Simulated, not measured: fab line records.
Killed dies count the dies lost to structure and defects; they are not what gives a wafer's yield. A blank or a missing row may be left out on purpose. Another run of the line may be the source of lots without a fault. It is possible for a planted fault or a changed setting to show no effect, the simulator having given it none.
Matching of chambers | flow gf180mcu | 4 sister chambers for GF_V4_CMP_26 on cmp-01
The step polishes, stops on SiO2, t overpolish 15 s, target thk 0 nm. 4 wafers are shown with their chamber, then 10 later ones without.

## EACH WAFER AND ITS CHAMBER
wafer  | chamber | motor-current-A (A)
L090.4 | 1       | 9.8
L090.6 | 2       | 12.7
L092.3 | 0       | 10.3
L092.4 | 3       | 11.2

## WAFERS WITHOUT THEIR CHAMBER
wafer  | motor-current-A (A)
L092.5 | 9.3
L093.2 | 11.4
L093.4 | 11.0
L093.6 | 10.2
L094.1 | 11.8
L094.3 | 10.3
L094.4 | 12.9
L095.1 | 10.6
L095.5 | 9.6
L095.6 | 12.1

## CHAMBER TAKEN BY EACH
wafer  | from the rows above          | in truth
L092.5 | can't be placed: 1 or 0      | 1
L093.2 | 3                            | 3
L093.4 | can't be placed: 3 or 0      | 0
L093.6 | can't be placed: 0 or 1      | 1
L094.1 | can't be placed: 3 or 2      | 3
L094.3 | can't be placed: 0 or 1      | 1
L094.4 | 2                            | 2
L095.1 | can't be placed: 0 or 3 or 1 | 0
L095.5 | can't be placed: 1 or 0      | 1
L095.6 | can't be placed: 2 or 3      | 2
Correct placement for 2 of the 10. Unplaceable from these rows: 8, with the true chamber sitting among the candidates in 8. Wrongly placed: 0.
How it was worked out, from the rows above alone: a wafer's distance from a chamber is the root of the sum, over the readings, of the square of ((its reading less the chamber's mean) divided by the reading's scatter). The wafer belongs to the nearest chamber; if the next one is less than 2 further off, it can't be placed. For every chamber, the mean is computed from those of its wafers that are shown. The scatter: with one shown wafer a chamber, the root of the mean of the squares of how far each hidden wafer lies from its nearest shown one.
